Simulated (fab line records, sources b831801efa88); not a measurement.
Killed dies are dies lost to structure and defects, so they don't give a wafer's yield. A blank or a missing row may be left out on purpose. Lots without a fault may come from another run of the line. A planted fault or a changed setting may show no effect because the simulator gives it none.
Which tool did it? | flow sfq_line | 13 lots, 39 wafers sampled, at 2 steps of a route of 325

WHAT THE GAUGES READ, wafer by wafer
SFQ_M1_RS_MEAS_909: measures by four-point-probe.
lot  | measured     | on            | M1_NB_RS (ohm/sq)
L450 | day 17 06:38 | film_metro-03 | 0.885 0.883 0.885
L452 | day 17 13:47 | film_metro-01 | 0.883 0.881 0.877
L453 | day 17 15:37 | film_metro-03 | 0.876 0.879 0.871
L454 | day 17 17:59 | film_metro-04 | 0.883 0.882 0.887
L456 | day 17 22:49 | film_metro-03 | 0.873 0.879 0.876
L457 | day 18 01:16 | film_metro-01 | 0.883 0.888 0.891
L458 | day 19 20:40 | film_metro-01 | 0.888 0.888 0.883
L459 | day 20 01:35 | film_metro-04 | 0.888 0.891 0.888
L460 | day 21 20:08 | film_metro-01 | 1.518 0.888 1.515
L468 | day 25 19:49 | film_metro-03 | 0.896 0.896 0.893
L469 | day 25 23:52 | film_metro-03 | 0.885 0.887 0.877
L470 | day 26 03:41 | film_metro-01 | 0.897 0.893 0.889
L472 | day 26 22:53 | film_metro-01 | 0.904 0.899 0.907

WHICH TOOL RAN EACH LOT (tool, then ch and the chambers of the sampled wafers, then the start)
lot  | SFQ_TRILAYER_M1_DEP_SPUTTER_037
L450 | pvd_sputter-03, day 17 06:30
L452 | pvd_sputter-05, day 17 13:41
L453 | pvd_sputter-04, day 17 15:29
L454 | pvd_sputter-05, day 17 17:53
L456 | pvd_sputter-05, day 17 22:41
L457 | pvd_sputter-05, day 18 01:07
L458 | pvd_sputter-04, day 19 20:32
L459 | pvd_sputter-05, day 20 01:28
L460 | pvd_sputter-05, day 21 20:03
L468 | pvd_sputter-05, day 25 19:42
L469 | pvd_sputter-04, day 25 23:46
L470 | pvd_sputter-04, day 26 03:35
L472 | pvd_sputter-05, day 26 22:47
- SFQ_TRILAYER_M1_DEP_SPUTTER_037: material Nb, target thk 200 nm, time 133.3 s.

WHAT THE TOOLS THEMSELVES READ (means of the sampled wafers that have a number; where no wafer has one, the mark that the record gives instead)
SFQ_TRILAYER_M1_DEP_SPUTTER_037.
lot  | tool           | base_pressure_pa (Pa) | throttle_valve_pct (%)
L450 | pvd_sputter-03 | 1.37e-06              | 29.0
L452 | pvd_sputter-05 | 1.40e-06              | 30.6
L453 | pvd_sputter-04 | 1.31e-06              | 30.1
L454 | pvd_sputter-05 | 1.42e-06              | 30.7
L456 | pvd_sputter-05 | 1.37e-06              | 30.8
L457 | pvd_sputter-05 | 1.38e-06              | 30.2
L458 | pvd_sputter-04 | 1.30e-06              | 29.9
L459 | pvd_sputter-05 | 1.38e-06              | 30.9
L460 | pvd_sputter-05 | 1.33e-06              | 30.4
L468 | pvd_sputter-05 | 1.37e-06              | 30.5
L469 | pvd_sputter-04 | 1.45e-06              | 30.5
L470 | pvd_sputter-04 | 1.36e-06              | 30.3
L472 | pvd_sputter-05 | 1.28e-06              | 30.5

THE ANSWER, worked out from the rows above alone
Rule: what is usual is taken from the lots themselves. Put in order of their means at a reading, lots are off if they are a third of the lots or fewer, leave a main group of 4 or more, and stand apart from it by a gap of 3 or more times the standard deviation of the main group's means; of several such gaps the widest counts. A main group whose means are all the same, to the digits that the tables above print for the reading, isn't used. A lot without any number at a reading at which 4 lots or more have one is off too. The other lots that the step has rows for count as sound. The gauges are gone through in route order, then the tools' own readings, and for those a lot's mean is taken as printed above. The first step at which some lot is off is used, and at that step the reading that is off furthest; a lot without a number counts as furthest.
Off: L460, at SFQ_M1_RS_MEAS_909 (M1_NB_RS). The main group: mean 0.886 ohm/sq, standard deviation 0.0076.
A tool fits if, at a process step before that reading, it ran every lot that is off, and no sound lot after the first of them. The gauges at SFQ_M1_RS_MEAS_909 are tried like those tools. None of those tried fits.

WHAT THE SIMULATOR HAD PUT IN
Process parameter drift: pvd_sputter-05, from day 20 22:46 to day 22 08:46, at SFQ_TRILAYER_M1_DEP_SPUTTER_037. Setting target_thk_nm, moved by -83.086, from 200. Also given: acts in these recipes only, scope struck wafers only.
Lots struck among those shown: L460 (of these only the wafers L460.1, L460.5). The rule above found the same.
